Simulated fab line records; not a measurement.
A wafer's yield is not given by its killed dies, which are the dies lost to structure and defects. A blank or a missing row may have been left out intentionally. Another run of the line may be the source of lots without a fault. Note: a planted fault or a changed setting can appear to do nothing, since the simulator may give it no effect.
Matching of chambers -- flow sky130 -- 4 sister chambers for SKY_VIA2_ETCH_15 on rie-diel-01
The step etches SiO2 in C4F8/O2/Ar, stops on TiN, target depth 546 nm, time 84 s. 22 wafers are shown with their chamber, then 11 later ones without.

## WAFERS PAIRED WITH THEIR CHAMBERS
wafer,chamber,oes-product-au (a.u.)
L079.1,1,0.940
L079.5,3,0.939
L079.6,0,0.936
L082.1,1,0.936
L082.2,0,0.938
L082.4,2,0.934
L083.2,3,0.942
L083.4,0,0.932
L083.6,3,0.946
L084.1,1,0.940
L084.5,3,0.940
L084.6,0,0.933
L088.1,3,0.942
L088.2,1,0.941
L088.3,2,0.945
L089.1,2,0.945
L089.5,1,0.944
L089.6,2,0.937
L091.3,0,0.936
L091.5,3,0.945
L091.6,2,0.934
L092.2,0,0.943

SIGNATURES (means of the wafers above)
reading,chamber 0,chamber 1,chamber 2,chamber 3,scatter within a chamber
oes-product-au,0.93633,0.94020,0.93900,0.94233,0.0039
Rule: for a wafer and a chamber, the distance is found by dividing, reading by reading, the gap between the wafer's reading and the chamber's mean by the reading's scatter, squaring, summing and taking the root. The wafer belongs to the nearest chamber; if the next one is less than 2 further off, it can't be placed. The scatter: the root of (the sum of the squares of (reading less its chamber's mean) over the shown wafers, divided by (wafers less chambers)).

## WAFERS MISSING THEIR CHAMBER
wafer,oes-product-au (a.u.)
L092.5,0.942
L092.6,0.939
L093.1,0.938
L093.2,0.944
L093.4,0.941
L095.1,0.941
L095.5,0.936
L095.6,0.940
L097.3,0.944
L097.4,0.940
L097.5,0.939

## EACH ONE'S CHAMBER
wafer,from the rows above,in truth
L092.5,can't be placed: 3 or 1 or 2 or 0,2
L092.6,can't be placed: 2 or 1 or 0 or 3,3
L093.1,can't be placed: 2 or 0 or 1 or 3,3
L093.2,can't be placed: 3 or 1 or 2 or 0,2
L093.4,can't be placed: 1 or 3 or 2 or 0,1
L095.1,can't be placed: 1 or 3 or 2 or 0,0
L095.5,can't be placed: 0 or 2 or 1 or 3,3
L095.6,can't be placed: 1 or 2 or 3 or 0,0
L097.3,can't be placed: 3 or 1 or 2 or 0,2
L097.4,can't be placed: 1 or 2 or 3 or 0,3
L097.5,can't be placed: 2 or 1 or 0 or 3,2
Correctly placed: 0 of 11. Not placeable from these rows: 11 (in 11, the candidates include the true chamber). Wrongly placed: 0.
